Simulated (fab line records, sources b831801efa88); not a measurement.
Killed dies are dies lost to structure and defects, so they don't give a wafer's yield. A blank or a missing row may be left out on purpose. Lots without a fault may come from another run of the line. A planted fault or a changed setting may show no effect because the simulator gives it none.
The tool behind it: which one? ; flow gf180mcu ; 12 lots, 36 wafers sampled, at 2 steps of a route of 602

## WHAT EACH GAUGE READ, for each wafer
GF_HV_LDD_OVL_MEAS_20. Usual: HV_LDD_01_OVL -0.3 nm, standard deviation 1.6.
lot;measured;on;HV_LDD_01_OVL (nm);flag
L211;day 11 00:07;overlay-02;-0.1 -0.3 -0.2;
L212;day 11 00:44;overlay-01;3.2 1.2 0.6;
L213;day 11 12:52;overlay-01;0.1 -0.3 0.2;
L214;day 11 20:22;overlay-02;-0.5 -0.3 -0.7;
L218;day 12 19:40;overlay-02;0.4 -0.1 -0.6;
L221;day 14 02:02;overlay-01;0.1 -0.2 0.7;
L222;day 14 06:52;overlay-02;-101.7 -103.8 -101.4;OFF
L223;day 14 14:13;overlay-02;-106.2 -105.6 -107.4;OFF
L229;day 16 13:31;overlay-02;2.0 2.0 1.1;
L230;day 16 17:35;overlay-02;0.3 2.7 2.7;
L232;day 17 11:10;overlay-01;-0.4 -1.1 1.5;
L234;day 17 22:52;overlay-02;0.6 -0.2 -0.3;

## WHICH TOOL RAN EACH LOT (tool, then ch and the chambers of the sampled wafers, then the start)
lot;GF_HV_LDD_EXPOSE_16
L211;iline stepper-01 ch 0, day 10 14:58
L212;iline stepper-01 ch 0, day 10 15:51
L213;iline stepper-02 ch 0, day 11 04:13
L214;iline stepper-02 ch 0, day 11 10:46
L218;iline stepper-01 ch 0, day 12 10:22
L221;iline stepper-01 ch 0, day 13 15:56
L222;iline stepper-02 ch 0, day 13 20:31
L223;iline stepper-02 ch 0, day 14 04:02
L229;iline stepper-01 ch 0, day 16 02:50
L230;iline stepper-01 ch 0, day 16 06:53
L232;iline stepper-01 ch 0, day 16 23:32
L234;iline stepper-01 ch 0, day 17 10:52
- GF_HV_LDD_EXPOSE_16: exposes mask Pplus LV AREA, target cd 400 nm.

## WHAT THE TOOLS THEMSELVES READ (means of the sampled wafers that have a number; where no wafer has one, the mark that the record gives instead)
The record holds no such reading with a usual standard deviation.

## THE ANSWER, worked out from the rows above alone
Rule: take the mean of a lot's wafers that have a number; if it is more than 3 standard deviations from the usual mean, the lot is off. A lot without any number at a reading at which 4 lots or more have one is off too. The other lots that the step has rows for count as sound. Order of review: gauges by route order, followed by the tools' own readings, for which a lot's mean as printed above is used. The first step at which some lot is off is used, and at that step the reading that is off furthest; a lot without a number counts as furthest.
Off: L222, L223, seen at GF_HV_LDD_OVL_MEAS_20 (HV_LDD_01_OVL).
If a tool, at a process step before that reading, ran all the lots that are off and no sound lot after the first of them, it fits. The gauges at GF_HV_LDD_OVL_MEAS_20 are tried like those tools. One candidate fits, namely iline stepper-02 at GF_HV_LDD_EXPOSE_16. Its last sound lot is L214 (day 11 10:46), its first lot that is off L222 (day 13 20:31): a fault that began between those two fits.

## WHAT THE SIMULATOR HAD PUT IN
Scanner matching overlay: iline stepper-02, from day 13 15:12 on, at GF_HV_LDD_EXPOSE_16. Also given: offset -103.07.
Struck lots among those shown: L222, L223. Same finding as the rule above.
